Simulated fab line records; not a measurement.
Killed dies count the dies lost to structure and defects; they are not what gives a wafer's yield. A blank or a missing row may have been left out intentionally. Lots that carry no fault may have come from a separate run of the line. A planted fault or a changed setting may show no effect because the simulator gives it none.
Matching of chambers ; flow sky130 ; SKY_FIELD_ISO_ETCH_17 on rie si-02: 4 sister chambers
The step etches Si in HBr/Cl2/O2, target depth 342 nm, time 97.7 s. 7 wafers are shown with their chamber, then 7 later ones without.

== WAFERS WITH THEIR CHAMBER ==
wafer;chamber;oes product au (a.u.);throttle valve pct (%)
L707.4;0;1.006;25.664
L711.1;0;0.989;25.677
L713.1;2;1.017;25.655
L713.2;3;1.005;25.654
L713.3;1;1.001;25.661
L715.3;1;1.001;25.648
L715.4;3;0.995;25.664

== WAFERS WHOSE CHAMBER IS MISSING ==
wafer;oes product au (a.u.);throttle valve pct (%)
L715.6;1.017;25.646
L719.3;1.011;25.630
L719.5;1.001;25.652
L719.6;0.991;25.653
L721.1;1.007;25.647
L721.2;1.014;25.649
L721.3;1.001;25.641

== EACH ONE'S CHAMBER ==
wafer;from the rows above;in truth
L715.6;can't be placed: 2 or 1 or 3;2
L719.3;can't be placed: 2 or 1 or 3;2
L719.5;can't be placed: 1 or 3 or 2 or 0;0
L719.6;can't be placed: 1 or 3 or 0 or 2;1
L721.1;can't be placed: 1 or 2 or 3 or 0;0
L721.2;can't be placed: 2 or 1 or 3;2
L721.3;can't be placed: 1 or 3 or 2 or 0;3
0 of 7 placed correctly. These rows do not allow placing 7 (true chamber among the candidates in 7). Wrongly placed: 0.
How it was worked out, from the rows above alone: a wafer's distance from a chamber is the root of the sum, over the readings, of the square of ((its reading less the chamber's mean) divided by the reading's scatter). The wafer belongs to the nearest chamber; if the next one is less than 2 further off, it can't be placed. For every chamber, the mean is computed from those of its wafers that are shown. The scatter: take each reading less its chamber's mean, square it, sum over the shown wafers, divide by the number of wafers less the number of chambers, and take the root.
